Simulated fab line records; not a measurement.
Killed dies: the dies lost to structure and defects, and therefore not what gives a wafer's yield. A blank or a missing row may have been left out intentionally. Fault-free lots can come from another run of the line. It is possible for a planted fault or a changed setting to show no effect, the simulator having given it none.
fab line records	flow sky130
[record] lots = 7	wafers = 21	last-day = 50
route steps=708 shown FIELD_ISO@1 PAD_OPEN@708
lots that met no fault: from a run of the same line without faults
start-h: start of the lot's first displayed wafer, in hours after the record's first day	wait-h: hours since the lot's step before	" as in the row above	L1.1+2: several wafers, shown together as one row	- value missing, or start not given	* or withheld: withheld	< > ~ a bound
route shown NAME@n: NAME is a module with steps in the file, n the number in the route of the first one	usual: mean and standard deviation over wafers with no fault	same: alike in all rows	chamber/n: place in a boat	sites: each site's reading	_std_site: how widely they spread, as a standard deviation	_edge_site: outer sites' mean less inner sites'	radius-mm: how far each site lies from the wafer's centre	mask NAME#n: copy n	behind: tool/chamber where the wafer was last shaped	hold: the reason the lot was held/the length of the hold in hours/how it ended	device: transistor that didn't switch, given as n, p or np	end of line: at the end of the route, the tests of the same wafers	for a step that has no rows: nothing shown but its recipe	killed: the dies lost at the first sort to structure and to defects; this is not the yield of the wafer	map: a wafer's dies, marking killed ones x, the rest . and places with no die _
set.NAME: the setting as run; set.NAME@STEP: as run at that earlier step	model.NAME: the simulator's own value behind a step, which no gauge read
lots seen at some steps along the route; tables by step, rows by wafer
services: from which hour (start-h, from the record's first day; less than 0 if before it) a tool's chamber was out of use, for how many hours, and why
[[steps]]
[step SKY_FIELD_ISO_BOW_MEAS_00]
[recipe] mode = bow
[usual] INCOMING_BOW = -1/6.8
lot.wafer	tool	chamber	start-h	wait-h	INCOMING_BOW[um]
L950.3	film-metro-04	-	60.04	-	2
L950.4	"	-	"	"	-7
L950.5	"	-	"	"	2
L951.1	film-metro-01	-	65.00	-	-5
L951.4	"	-	"	"	-13
L951.6	"	-	"	"	-9
L953.1	film-metro-02	-	75.00	-	-15
L953.2	"	-	"	"	0
L953.5	"	-	"	"	12
L955.2	film-metro-04	-	85.02	-	4
L955.3	"	-	"	"	11
L955.4	"	-	"	"	-1
L956.2	film-metro-04	-	90.02	-	4
L956.4	"	-	"	"	-4
L956.5	"	-	"	"	-2
L957.1	film-metro-01	-	95.00	-	-8
L957.2	"	-	"	"	-3
L957.5	"	-	"	"	-12
L962.1	film-metro-01	-	120.00	-	7
L962.3	"	-	"	"	5
L962.4	"	-	"	"	-14
[step SKY_FIELD_ISO_OXIDATION_01]
[recipe] temp-c = 900	ambient = O2	stabilise-s = 600	purge-s = 300	target-thk-a = 120	ox-time-s = 1843
[step SKY_FIELD_ISO_THK_MEAS_02]
[recipe] reads = SiO2_of_FIELD_ISO_OXIDATION_01
[usual] FIELD_ISO_OXIDATION_00_THK = 11.97/0.27
lot.wafer	tool	chamber	start-h	wait-h	FIELD_ISO_OXIDATION_00_THK[nm]
L950.3	film-metro-01	-	62.43	0.0	12.21
L950.4	"	-	"	"	12.09
L950.5	"	-	"	"	12.08
L951.1	film-metro-01	-	67.96	0.2	11.67
L951.4	"	-	"	"	11.71
L951.6	"	-	"	"	11.82
L953.1	film-metro-01	-	76.65	0.0	11.80
L953.2	"	-	"	"	11.95
L953.5	"	-	"	"	11.83
L955.2	film-metro-01	-	87.91	0.0	11.65
L955.3	"	-	"	"	11.72
L955.4	"	-	"	"	11.80
L956.2	film-metro-04	-	92.46	0.0	11.96
L956.4	"	-	"	"	12.18
L956.5	"	-	"	"	12.16
L957.1	film-metro-04	-	97.58	0.0	11.64
L957.2	"	-	"	"	11.65
L957.5	"	-	"	"	11.62
L962.1	film-metro-04	-	121.68	0.0	12.19
L962.3	"	-	"	"	12.12
L962.4	"	-	"	"	12.34
[step SKY_FIELD_ISO_CVD_03]
[recipe] material = Si3N4	precursor = DCS/NH3	target-thk-nm = 165	temp-c = 770	time-s = 2830	pressure-mtorr = 250
[step SKY_FIELD_ISO_THK_MEAS_04]
[recipe] reads = Si3N4_of_FIELD_ISO_CVD_03
[usual] FIELD_ISO_CVD_03_THK = 164.8/1
lot.wafer	tool	chamber	start-h	wait-h	FIELD_ISO_CVD_03_THK[nm]
L950.3	film-metro-01	-	64.28	0.0	162.9
L950.4	"	-	"	"	163.9
L950.5	"	-	"	"	163.0
L951.1	film-metro-02	-	69.80	0.0	166.1
L951.4	"	-	"	"	164.4
L951.6	"	-	"	"	163.1
L953.1	film-metro-01	-	78.49	0.0	165.4
L953.2	"	-	"	"	165.5
L953.5	"	-	"	"	164.8
L955.2	film-metro-01	-	91.51	0.0	165.0
L955.3	"	-	"	"	164.9
L955.4	"	-	"	"	165.9
L956.2	film-metro-04	-	95.15	0.0	163.8
L956.4	"	-	"	"	165.5
L956.5	"	-	"	"	164.4
L957.1	film-metro-01	-	99.43	0.0	166.0
L957.2	"	-	"	"	165.2
L957.5	"	-	"	"	165.2
L962.1	film-metro-02	-	124.43	0.0	165.4
L962.3	"	-	"	"	165.4
L962.4	"	-	"	"	165.8
[step SKY_FIELD_ISO_DEHYDRATE_05]
[recipe] temp-c = 200	time-s = 60
[step SKY_FIELD_ISO_HMDS_06]
[recipe] prime-time-s = 60	prime-temp-c = 120
[step SKY_FIELD_ISO_COAT_07]
[recipe] resist = BARC	temp-c = withheld	time-s = withheld	spin-rpm = 3000	resist-thk-nm = 60
[step SKY_FIELD_ISO_COAT_08]
[recipe] resist = KrF-thick	spin-rpm = 3000	resist-thk-nm = 450
lot.wafer	tool	chamber	start-h	wait-h	model.KrF-thick_of_FIELD_ISO_COAT_08.thk-nm
L950.3+5	litho-track-01	0	72	-	449
L950.4	"	0	"	"	448.6
L951.1	litho-track-04	0	77	-	448.5
L951.4	"	0	"	"	448.6
L951.6	"	0	"	"	449.8
L953.1	litho-track-04	0	86	-	451
L953.2	"	0	"	"	450.1
L953.5	"	0	"	"	501.5
L955.2	litho-track-03	0	100	-	449.7
L955.3	"	0	"	"	450.8
L955.4	"	0	"	"	450.1
L956.2	litho-track-04	0	104	-	451.5
L956.4	"	0	"	"	503.1
L956.5	"	0	"	"	502.4
L957.1	litho-track-04	0	108	-	450.5
L957.2	"	0	"	"	449.9
L957.5	"	0	"	"	502.7
L962.1	litho-track-01	0	133	-	451.5
L962.3	"	0	"	"	451.1
L962.4	"	0	"	"	451.2
[step SKY_FIELD_ISO_SOFTBAKE_09]
[recipe] temp-c = 100	time-s = 90	resist = KrF-thick
[step SKY_FIELD_ISO_EXPOSE_10]
[recipe] mask-id = FOM	na = 0.68	source-shape = annular	sigma-inner = 0.4	sigma-outer = 0.8	target-cd-nm = 150	dose-mj = 28
[step SKY_FIELD_ISO_PEB_11]
[recipe] peb-temp-c = withheld	peb-time-s = withheld	resist = KrF-thick
[step SKY_FIELD_ISO_DEVELOP_12]
[recipe] develop-time-s = 60	resist = KrF-thick	dev-temp-c = 21
[step SKY_FIELD_ISO_CD_MEAS_13]
[recipe] target-cd-nm = 150
[usual] cd-nm = 150.3/1.6
lot.wafer	tool	chamber	start-h	wait-h	cd-nm
L950.3	cd-sem-02	-	80.77	-	151.6
L950.4	"	-	"	"	150.5
L950.5	"	-	"	"	152.3
L951.1	cd-sem-01	-	86.28	-	148.8
L951.4	"	-	"	"	148.7
L951.6	"	-	"	"	149.9
L953.1	cd-sem-02	-	95.18	-	152.3
L953.2	"	-	"	"	151.9
L953.5	"	-	"	"	155.0
L955.2	cd-sem-01	-	109.51	-	148.9
L955.3	"	-	"	"	149.0
L955.4	"	-	"	"	148.5
L956.2	cd-sem-01	-	112.80	-	150.5
L956.4	"	-	"	"	151.9
L956.5	"	-	"	"	153.6
L957.1	cd-sem-02	-	117.79	-	150.0
L957.2	"	-	"	"	149.9
L957.5	"	-	"	"	150.8
L962.1	cd-sem-02	-	143.34	-	145.2
L962.3	"	-	"	"	146.6
L962.4	"	-	"	"	146.9
[step SKY_FIELD_ISO_ETCH_14]
[recipe] chemistry = N2/H2	target = BARC	ion-energy-ev = 200	source-w = 500	bias-w = 100	pressure-mtorr = 30	n2-flow-sccm = 100	h2-flow-sccm = 200	stop-on = SiO2	time-s = 45.9	target-depth-a = 600
[usual] drypump-motor-current-A = 5.8/0.39	oes-product-au = 0.854/0.0048	throttle-valve-pct = 13.225/0.0087
lot.wafer	tool	chamber	start-h	wait-h	drypump-motor-current-A	oes-product-au	rf-hours-counter-h	throttle-valve-pct
L950.3	rie-diel-01	1	80.85	0.1	5.2	0.850	97	13.209
L950.4	"	3	"	"	5.7	0.849	91	13.218
L950.5	"	1	"	"	5.1	0.857	-	13.229
L951.1	rie-diel-01	1	86.40	0.1	5.1	0.854	97	13.220
L951.4	"	2	"	"	6.2	0.852	6	13.229
L951.6	"	3	"	"	5.7	0.855	-	13.232
L953.1	rie-diel-03	0	95.30	0.1	5.6	0.853	141	13.231
L953.2	"	1	"	"	5.9	0.852	6	13.231
L953.5	"	2	"	"	6.3	0.853	-	13.218
L955.2	rie-diel-04	3	109.61	0.1	6.1	0.862	56	13.233
L955.3	"	1	"	"	5.5	0.847	140	13.228
L955.4	"	2	"	"	6.2	0.846	84	13.221
L956.2	rie-diel-01	0	112.90	0.1	5.6	0.849	104	13.235
L956.4	"	1	"	"	5.2	0.855	98	13.214
L956.5	"	0	"	"	5.5	0.851	-	13.213
L957.1	rie-diel-03	0	117.91	0.1	5.6	0.856	141	13.243
L957.2	"	1	"	"	5.9	0.848	7	13.223
L957.5	"	3	"	"	5.5	0.862	-	13.233
L962.1	rie-diel-03	3	143.46	0.1	5.5	0.855	154	13.226
L962.3	"	0	"	"	5.6	0.860	142	13.236
L962.4	"	2	"	"	6.4	0.865	81	13.242
[step SKY_FIELD_ISO_ETCH_15]
[recipe] chemistry = CHF3/O2	target-depth-nm = 180	stop-on = Si	source-w = 600	bias-w = 200	pressure-mtorr = 40	chf3-flow-sccm = 50	O2_flow_sccm = 5	time-s = 72
[usual] drypump-motor-current-A = 5.8/0.39	oes-product-au = 0.945/0.006	throttle-valve-pct = 8.843/0.0097
lot.wafer	tool	chamber	start-h	wait-h	drypump-motor-current-A	oes-product-au	rf-hours-counter-h	throttle-valve-pct	model.KrF-thick_of_FIELD_ISO_COAT_08.thk-nm
L950.3	rie-diel-01	1	80.89	0.0	5.1	0.944	97	8.836	232.8
L950.4	"	3	"	"	5.7	0.937	91	8.840	234.7
L950.5	"	1	"	"	5.1	0.938	-	8.845	233.9
L951.1	rie-diel-01	1	86.45	0.0	5.2	0.937	97	8.847	231.9
L951.4	"	2	"	"	6.1	0.943	6	8.862	231.7
L951.6	"	3	"	"	5.7	0.936	-	8.851	232.8
L953.1	rie-diel-03	0	95.35	0.0	5.6	0.954	141	8.837	237.1
L953.2	"	1	"	"	5.9	0.950	6	8.832	236.2
L953.5	"	2	"	"	6.3	0.938	-	8.833	287.6
L955.2	rie-diel-04	3	109.65	0.0	6.1	0.942	56	8.828	236.6
L955.3	"	1	"	"	5.6	0.946	140	8.845	240.6
L955.4	"	2	"	"	6.2	0.949	84	8.841	235.3
L956.2	rie-diel-01	0	112.94	0.0	5.5	0.938	104	8.844	235.6
L956.4	"	1	"	"	5.1	0.953	98	8.848	285.3
L956.5	"	0	"	"	5.5	0.943	-	8.845	288.6
L957.1	rie-diel-03	0	117.95	0.0	5.6	0.955	141	8.851	237.3
L957.2	"	1	"	"	5.9	0.950	7	8.850	238.8
L957.5	"	3	"	"	5.5	0.944	-	8.855	287.1
L962.1	rie-diel-03	3	143.50	0.0	5.5	0.949	154	8.837	236.6
L962.3	"	0	"	"	5.6	0.945	142	8.840	238.7
L962.4	"	2	"	"	6.3	0.942	81	8.827	240.7
[step SKY_FIELD_ISO_STRIP_16]
[recipe] chemistry = O2/N2	power-w = 1400	pressure-mtorr = 1500	platen-temp-c = withheld	o2-flow-sccm = 3000	n2-flow-sccm = 300	overash-fraction = 0.5
[usual] drypump-motor-current-A = 5.7/0.33	o2-flow-sccm = 3001/12	oes-product-au = 0.378/0.0044	strip-time-to-endpoint-s = 3.540/0.028
lot.wafer	tool	chamber	start-h	wait-h	drypump-motor-current-A	o2-flow-sccm	oes-product-au	rf-hours-counter-h	strip-time-to-endpoint-s
L950.3	plasma-asher-04	0	80.98	0.1	5.7	3001	0.380	-	3.486
L950.4	"	1	"	"	5.7	3000	0.379	-	3.539
L950.5	"	1	"	"	5.7	3016	0.381	-	3.519
L951.1	plasma-asher-02	1	86.50	0.0	6.1	2998	0.379	41	3.506
L951.4	"	1	"	"	6.1	2994	0.374	-	3.500
L951.6	"	0	"	"	5.3	2998	0.372	-	3.497
L953.1	plasma-asher-04	1	95.40	0.0	5.7	3008	0.375	42	3.540
L953.2	"	0	"	"	5.7	2999	0.376	42	3.549
L953.5	"	1	"	"	5.7	3005	0.402	-	4.111
L955.2	plasma-asher-04	0	109.71	0.0	5.7	2993	0.374	43	3.552
L955.3	"	1	"	"	5.7	2995	0.389	-	3.584
L955.4	"	0	"	"	5.7	3017	0.371	-	3.535
L956.2	plasma-asher-04	1	112.99	0.0	5.7	2992	0.378	44	3.543
L956.4	"	1	"	"	5.7	3009	0.404	-	4.074
L956.5	"	0	"	"	5.7	2995	0.400	-	4.099
L957.1	plasma-asher-02	0	118.01	0.0	5.3	3007	0.383	0	3.547
L957.2	"	1	"	"	6.1	3017	0.388	0	3.573
L957.5	"	0	"	"	5.3	3004	0.402	-	4.107
L962.1	plasma-asher-02	0	143.56	0.0	5.3	2993	0.372	2	3.539
L962.3	"	1	"	"	6.1	2997	0.377	-	3.596
L962.4	"	0	"	"	5.3	3002	0.383	-	3.587
[step SKY_FIELD_ISO_ETCH_17]
[recipe] target-depth-a = 3420	mask-material = Si3N4	chemistry = HBr/Cl2/O2	target = Si	taper-deg = 5	icp-w = 600	bias-w = 150	pressure-mtorr = 15	HBr_flow_sccm = 150	Cl2_flow_sccm = 40	O2_flow_sccm = 6	time-s = 97.7
[usual] drypump-motor-current-A = 6.0/0.34	oes-product-au = 0.998/0.0082	throttle-valve-pct = 25.658/0.01
lot.wafer	tool	chamber	start-h	wait-h	drypump-motor-current-A	oes-product-au	rf-hours-counter-h	throttle-valve-pct
L950.3	rie-si-02	1	81.05	0.0	5.5	0.991	3	25.654
L950.4	"	2	"	"	5.9	0.990	76	25.683
L950.5	"	3	"	"	6.0	0.978	-	25.670
L951.1	rie-si-02	3	86.60	0.1	6.0	0.993	67	25.671
L951.4	"	0	"	"	6.3	1.015	13	25.641
L951.6	"	0	"	"	6.3	1.007	-	25.649
L953.1	rie-si-02	2	95.50	0.1	5.9	0.992	77	25.653
L953.2	"	3	"	"	6.0	0.993	67	25.677
L953.5	"	3	"	"	6.0	0.992	-	25.657
L955.2	rie-si-01	1	109.81	0.1	6.3	0.995	55	25.668
L955.3	"	0	"	"	6.0	1.000	73	25.646
L955.4	"	3	"	"	6.6	0.993	117	25.653
L956.2	rie-si-02	3	113.09	0.1	6.0	0.997	67	25.663
L956.4	"	0	"	"	6.3	1.008	14	25.658
L956.5	"	0	"	"	6.3	1.000	-	25.647
L957.1	rie-si-01	1	118.11	0.1	6.3	0.997	55	25.664
L957.2	"	0	"	"	6.0	1.010	73	25.652
L957.5	"	1	"	"	6.3	1.011	-	25.654
L962.1	rie-si-02	3	143.66	0.1	6.0	0.992	67	25.653
L962.3	"	2	"	"	5.9	1.002	77	25.655
L962.4	"	1	"	"	5.5	1.001	3	25.659
[step SKY_PAD_OPEN_PROBE_99]
[usual] killed_at_M0_to_M3 = 44/7.2	killed_at_M4_up = 3.1/1.7	killed-at-contacts = 25/5.1	killed-at-front-end = 14/4.6	killed-at-other = 0.3/0.59	killed-dies = 86/9.6	killed-open = 47/7.4	killed-short = 39/6
[same] gross-dies = 492	killed-at-back-side = 0
lot.wafer	tool	chamber	start-h	wait-h	killed_at_M0_to_M3	killed_at_M4_up	killed-at-contacts	killed-at-front-end	killed-at-other	killed-dies	killed-open	killed-short
L962.1	prober-01	-	1195.96	0.1	36	5	25	8	0	74	47	27
L962.3	prober-01	-	1196.06	0.2	46	4	28	8	0	86	43	43
L962.4	prober-01	-	1196.11	0.2	32	4	28	9	0	73	35	38
// killed by level:class
L962.1 LI_CONTACT:geometric-particle:open=13 VIA2:geometric-particle:open=7 VIA1:geometric-particle:open=7 VIA3:geometric-particle:open=6 CONTACT:geometric-particle:open=5 METAL1:geometric-particle:short=4 VIA1:geometric-particle:short=4 POLY_GATE:geometric-particle:short=3
L962.3 VIA2:geometric-particle:open=10 LI_CONTACT:geometric-particle:open=10 VIA1:geometric-particle:open=10 CONTACT:geometric-particle:open=8 VIA1:geometric-particle:short=6 METAL2:geometric-particle:short=6 LI_CONTACT:geometric-particle:short=5 VIA3:geometric-particle:short=5
L962.4 LI_CONTACT:geometric-particle:open=11 VIA1:geometric-particle:open=8 LOCAL_INTERCONNECT:geometric-particle:short=7 METAL1:geometric-particle:short=6 CONTACT:geometric-particle:short=5 VIA2:geometric-particle:open=5 VIA3:geometric-particle:open=4 METAL4:geometric-particle:short=4
[[services]]
tool	chamber	start-h	hours	kind
rie-diel-03	-	83.62	3.6	repair
plasma-asher-04	-	89.30	3.9	repair
rie-diel-04	1	90.41	9.2	repair
plasma-asher-02	-	108.75	9.0	pm
plasma-asher-02	0	108.75	9.0	vent-cycle
plasma-asher-02	1	108.75	9.0	vent-cycle
rie-diel-01	-	113.39	0.3	repair
plasma-asher-02	0	117.75	-	clean
plasma-asher-02	1	117.75	-	clean
rie-diel-04	3	121.36	2.9	repair
rie-diel-03	0	138.39	3.4	repair
[[key]]
[first-sign] step = SKY_FIELD_ISO_STRIP_16	reading = strip-time-to-endpoint-s	direction = up	sigmas = 20	usual = *	struck = *
[effect] step = SKY_FIELD_ISO_STRIP_16	reading = oes-product-au	direction = up	sigmas = 5.3	usual = 0.378	struck = 0.402
[model-effect] step = SKY_FIELD_ISO_COAT_08	value = KrF-thick_of_FIELD_ISO_COAT_08.thk-nm	without = 451	struck = 502.4
[model-effect] step = SKY_FIELD_ISO_ETCH_15	value = KrF-thick_of_FIELD_ISO_COAT_08.thk-nm	without = 235.7	struck = 287.1
met-at SKY_FIELD_ISO_COAT_08
struck-wafers L953.5,L956.4,L956.5,L957.5
tester-left-out L953,L956,L957
onset-between 77 86
[fault] kind = process-parameter-drift	tool = litho-track-04	chamber = -	onset-h = 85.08	steps = SKY_FIELD_ISO_COAT_08	channel = resist-thk-nm	offset = 51.291	shape = step	end-h = 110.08	scope = struck-wafers-only	acts-in = these-recipes-only	stated = 450
// tester-left-out: of these lots the tester's yield and bins aren't shown, on N5 and GAA mostly nor the transistor test; their killed dies are dies lost to structure and defects alone, not to doping, threshold or leakage, so they don't give the yield
